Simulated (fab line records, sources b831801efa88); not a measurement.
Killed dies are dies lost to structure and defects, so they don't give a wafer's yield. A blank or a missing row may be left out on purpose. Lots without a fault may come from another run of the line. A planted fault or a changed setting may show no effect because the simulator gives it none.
Problem report in the 8D (eight disciplines) form, filled by code | flow sky130 | the parts of the form that need people (team, actions taken, sign-off) are left out

1. THE PROBLEM
strip_time_to_endpoint_s at SKY_PASSIVATION_STRIP_12 reads a mean of 33.54 s on 3 wafers of 3 lots; wafers without a fault read 31.56 s with a standard deviation of 0.15. That is +13 standard deviations from the usual mean.
The step: strips in O2/N2.
First seen on wafer L401.2, day 48 16:14, on plasma_asher-02. The record holds 34 wafers of 12 lots with a number at this step. Rule for "out", or "out of limits": more than 4 standard deviations from the usual mean. The other wafers with a number count as sound.

2. WHAT IT IS AND WHAT IT IS NOT
question                    | is                               | is not
which readings at this step | strip_time_to_endpoint_s         | drypump_motor_current_A, oes_product_au
which lots                  | L401, L402, L404                 | L386, L388, L389, L390, L391, L392, L407, L408, L409
which wafers of those lots  | L401.2, L402.6, L404.6           | L401.4, L402.4, L404.1, L404.5
read on which tools         | plasma_asher-02, plasma_asher-04 | plasma_asher-01
when                        | from day 48 16:14                | up to then (19 sound wafers); but 12 sound wafers of L402, L404, L407, L408, L409 came after

3. SUSPECTS, AND WHAT RULES EACH OUT
Counting: a tool at a process step up to the reading stays a suspect if it ran every lot that is out. Sound lots after the first of them don't rule it out here, since some wafers of a struck lot are sound.
- litho_track-03 at SKY_PASSIVATION_COAT_06 (resist thk 3000 nm): kept. It ran every lot that is out, first L401 (day 48 06:26); its last sound lot up to then is L390 (day 45 15:25).
Left after counting: litho_track-03 at SKY_PASSIVATION_COAT_06.

4. THE CAUSE (what the simulator had put in)
Process parameter drift: litho_track-03, from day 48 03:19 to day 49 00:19, at SKY_PASSIVATION_COAT_06. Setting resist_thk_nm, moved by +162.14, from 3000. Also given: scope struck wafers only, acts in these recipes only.
Counting left only this tool.

5. THE CHAIN OF EFFECTS, in route order
Each row: a reading whose mean over the struck wafers that have a number lies more than 3 standard deviations from the usual. Only readings for which the record gives a usual standard deviation are gone through. hours: the time from each lot's start at the first step in this table that gives one to its start at this step, as a median over the lots. sigmas: the change in usual standard deviations.
hours | step                     | reading                  | usual   | on struck wafers | change | sigmas
0     | SKY_PASSIVATION_STRIP_12 | strip_time_to_endpoint_s | 31.56 s | 33.54            | +1.98  | +13
The process steps in it:
- SKY_PASSIVATION_STRIP_12: strips in O2/N2.

6. WHAT WOULD HAVE CAUGHT IT SOONER
In this record the first reading out of limits was taken at day 48 16:14, 13 hours after the fault began at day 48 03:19.
Of the lots that are out (3), L404 began SKY_PASSIVATION_COAT_06 on litho_track-03 after day 48 16:14. A hold on the tool at that time would have spared it.
